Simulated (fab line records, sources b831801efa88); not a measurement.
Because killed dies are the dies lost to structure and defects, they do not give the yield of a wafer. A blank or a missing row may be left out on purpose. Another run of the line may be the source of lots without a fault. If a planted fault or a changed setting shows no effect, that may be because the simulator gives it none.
A struck lot beside a sound one    flow sky130    15 steps out of a route of 708
Sound: wafers L630.1, L630.4, L630.5. Wafers L641.1, L641.4, L641.6 were the ones struck. The cause is named last.
Each step with rows lists, per side, the tool, then ch with its chambers, then its first start. Under that, the readings that differ: sound wafers    struck wafers    difference of the means    sigmas: that difference in standard deviations of wafers without a fault.
alike: same words and numbers on both sides, and readings whose means sit less than 2 such deviations apart. not compared: any withheld reading, any reading some wafer has no value for, any bound like >300 that may hide the same value, and any number with overlapping values for which the record gives no deviation.
The two part at a step that has a row with sigmas, a row that says differs or no value, or rows on one side only. When numbers do not overlap yet have no deviation, they are printed without sigmas and do not part them. Lack of a reading on every wafer of one side parts them only where that side has two or more wafers.

first, 2 steps without rows for these wafers: SKY_NWELL_IMPLANT_12; SKY_NWELL_IMPLANT_13.
SKY_NWELL_STRIP_14: strips in O2/N2.
  sound on plasma_asher-01 ch 0,1, day 6 07:59; struck on plasma_asher-01 ch 0,1, day 8 19:53
  alike: drypump_motor_current_A, oes_product_au, strip_time_to_endpoint_s
  not compared: rf_hours_counter_h
SKY_NWELL_TW_MEAS_15:
  sound: film_metro-02 at day 6 08:05; struck: film_metro-01 at day 8 19:59
  alike: NWELL_TW
then, 7 steps without rows for these wafers: SKY_NWELL_DEHYDRATE_16 (time 60 s); SKY_NWELL_HMDS_17 (prime time 60 s); SKY_NWELL_COAT_18 (resist thk 3000 nm); SKY_NWELL_SOFTBAKE_19; SKY_NWELL_EXPOSE_20 (exposes mask NWM COMPLEMENT, target cd 840 nm); SKY_NWELL_PEB_21; SKY_NWELL_DEVELOP_22 (develop time 60 s).
SKY_NWELL_OVL_MEAS_23:
  sound: overlay-01 at day 7 03:45; struck: overlay-01 at day 9 17:02
  alike: NWELL_01_OVL
SKY_NWELL_IMPLANT_24:
  sound on implanter-04 ch 0, day 7 03:47; struck on implanter-04 ch 0, day 9 17:05
reading             sound                          struck                            difference   sigmas
dose_ions_cm2       9.192e+12 9.195e+12 9.207e+12  4.6971e+13 4.6964e+13 4.6959e+13  +3.7767e+13  +99 or more
faraday_current_uA  53.3 53.1 52.5                 264.2 263.8 270.3                 +213.1       +99 or more
SKY_NWELL_STRIP_25: strips in O2/N2.
  sound on plasma_asher-01 ch 0,1, day 7 03:56; struck on plasma_asher-02 ch 0,1, day 9 17:14
  alike: drypump_motor_current_A, oes_product_au, strip_time_to_endpoint_s
  not compared: rf_hours_counter_h
SKY_NWELL_TW_MEAS_26:
  sound: film_metro-04 at day 7 04:02; struck: film_metro-02 at day 9 17:40
reading     sound        struck       difference  sigmas
NWELL_2_TW  502 500 499  834 833 838  +335        +63
  not compared: hold

== WHERE THEY PART ==
At SKY_NWELL_IMPLANT_24 first; at SKY_NWELL_TW_MEAS_26 last (within this record only).

WHY: what had been put in by the simulator
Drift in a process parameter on implanter-04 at SKY_NWELL_IMPLANT_24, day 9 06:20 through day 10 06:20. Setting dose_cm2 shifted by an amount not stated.
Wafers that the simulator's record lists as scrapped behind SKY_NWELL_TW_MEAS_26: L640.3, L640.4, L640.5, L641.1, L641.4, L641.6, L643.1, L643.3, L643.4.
